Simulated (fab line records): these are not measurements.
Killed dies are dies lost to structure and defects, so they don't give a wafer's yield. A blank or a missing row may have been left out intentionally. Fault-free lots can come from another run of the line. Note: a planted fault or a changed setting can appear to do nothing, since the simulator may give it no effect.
One fault through the eyes of 2 desks -- flow sky130 -- what lay behind the numbers comes last; until then each desk has only its own

TOOL OWNER'S DESK, litho_track-02
The tool's own readings at SKY_VT_ADJUST_PCH_COAT_02 (resist thk 3000 nm): means of the sampled wafers that have a number, for each lot that ran on this tool. Marked OUT: a lot whose mean sits more than 4 standard deviations from the usual mean, which makes it out of limits; the brackets give that distance.
Columns: A = spin_speed_rpm at SKY_VT_ADJUST_PCH_COAT_02, usual 2000.0 rpm
lot,first seen here,A
L214,day 10 19:52,2002.3
L217,day 11 19:32,2001.1
L218,day 12 04:38,2736.2 (+99 or more) OUT
L219,day 12 15:14,2735.5 (+99 or more) OUT
L228,day 16 01:56,1999.5
L232,day 17 01:41,2000.7
This desk's verdict: out of limits on L218, L219, starting with L218 at day 12 04:38 (spin_speed_rpm at SKY_VT_ADJUST_PCH_COAT_02). Within limits: L214, L217, L228, L232.

AT THE METROLOGY DESK
Means of the sampled wafers that have a number, per lot and without regard to the tool the lot ran on: this is what the gauges read. Marked OUT: a lot whose mean sits more than 4 standard deviations from the usual mean, which makes it out of limits; the brackets give that distance.
Columns: A = FIELD_ISO_OXIDATION_00_THK at SKY_FIELD_ISO_THK_MEAS_02, usual 12.0 nm; B = POLY_GATE_CVD_03_THK at SKY_POLY_GATE_THK_MEAS_04, usual 75.9 nm; C = cd_nm at SKY_SD_N_CD_MEAS_07, usual 379.6 nm
lot,first seen here,A,B,C
L212,day 1 19:20,11.5,75.2,380.7
L214,day 2 06:30,11.5,75.8,377.4
L215,day 2 13:33,11.9,75.1,380.1
L217,day 2 21:46,12.2,76.3,374.7
L218,day 2 23:35,11.7,75.6,382.3
L219,day 3 03:38,12.5,76.1,381.0
L226,day 4 15:31,12.3,75.8,380.5
L227,day 4 19:39,12.1,76.3,377.1
L228,day 5 00:51,11.9,76.2,379.0
L229,day 5 06:38,11.9,75.3,379.5
L231,day 5 19:22,12.0,75.9,378.3
L233,day 6 03:51,12.2,75.4,383.9
L232,day 6 03:52,12.4,76.4,380.4
This desk found nothing out of limits on any of the 13 lots.

PUT TOGETHER
The tool owner's desk had the chance to raise an alarm at day 12 04:38 on L218, L219.
From the metrology desk's view, nothing was out of limits.
The metrology desk holds a record of L218, L219, inside its limits.
Every lot named ran SKY_VT_ADJUST_PCH_COAT_02 on litho_track-02.

WHAT THE SIMULATOR HAD INSERTED
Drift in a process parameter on litho_track-02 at SKY_VT_ADJUST_PCH_COAT_02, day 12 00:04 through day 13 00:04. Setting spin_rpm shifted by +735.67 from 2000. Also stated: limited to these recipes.
Struck lots among those shown: L218, L219.
Each desk's first reading out of limits, in hours after the fault started: the tool owner's desk, 5.
